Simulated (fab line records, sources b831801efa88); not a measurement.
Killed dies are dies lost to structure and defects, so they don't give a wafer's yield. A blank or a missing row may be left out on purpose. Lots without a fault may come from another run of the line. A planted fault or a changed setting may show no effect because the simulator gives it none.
Which tool did it? | flow gf180mcu | 12 lots, 36 wafers sampled, at 2 steps of a route of 602

WHAT THE GAUGES READ, wafer by wafer
GF_V4_THK_MEAS_03.
lot  | measured     | on            | V4_CVD_02_THK (nm)
L075 | day 23 19:06 | film_metro-01 | 842 851 860
L077 | day 24 08:29 | film_metro-02 | 838 835 840
L079 | day 25 07:10 | film_metro-01 | 831 846 854
L081 | day 25 19:35 | film_metro-01 | 827 843 852
L083 | day 26 14:34 | film_metro-01 | 838 852 852
L085 | day 27 07:58 | film_metro-03 | 846 831 856
L087 | day 27 21:48 | film_metro-03 | 844 857 849
L089 | day 28 12:23 | film_metro-01 | 850 847 867
L091 | day 28 22:18 | film_metro-01 | 841 860 857
L093 | day 29 10:57 | film_metro-02 | 837 849 860
L095 | day 29 23:17 | film_metro-01 | 855 835 876
L097 | day 30 10:31 | film_metro-02 | 840 849 836

WHICH TOOL RAN EACH LOT (tool, then ch and the chambers of the sampled wafers, then the start)
lot  | GF_M3_SPUTTER_01
L075 | pvd_sputter-02, day 20 17:10
L077 | pvd_sputter-03, day 21 07:01
L079 | pvd_sputter-02, day 22 07:11
L081 | pvd_sputter-02, day 22 21:10
L083 | pvd_sputter-03, day 23 17:56
L085 | pvd_sputter-03, day 24 12:52
L087 | pvd_sputter-03, day 25 03:48
L089 | pvd_sputter-03, day 25 20:32
L091 | pvd_sputter-03, day 26 05:43
L093 | pvd_sputter-03, day 26 21:11
L095 | pvd_sputter-03, day 27 09:12
L097 | pvd_sputter-01, day 27 21:26
- GF_M3_SPUTTER_01: material TiN, target thk 30 nm, time 25 s.

THE ANSWER, worked out from the rows above alone
Rule: what is usual is taken from the lots themselves. Put in order of their means at a reading, lots are off if they are a third of the lots or fewer, leave a main group of 4 or more, and stand apart from it by a gap of 3 or more times the standard deviation of the main group's means; of several such gaps the widest counts. A main group whose means are all the same, to the digits that the tables above print for the reading, isn't used. A lot without any number at a reading at which 4 lots or more have one is off too. The other lots that the step has rows for count as sound.
No lot is off at any reading shown: from this, nothing can be told.

WHAT THE SIMULATOR HAD PUT IN
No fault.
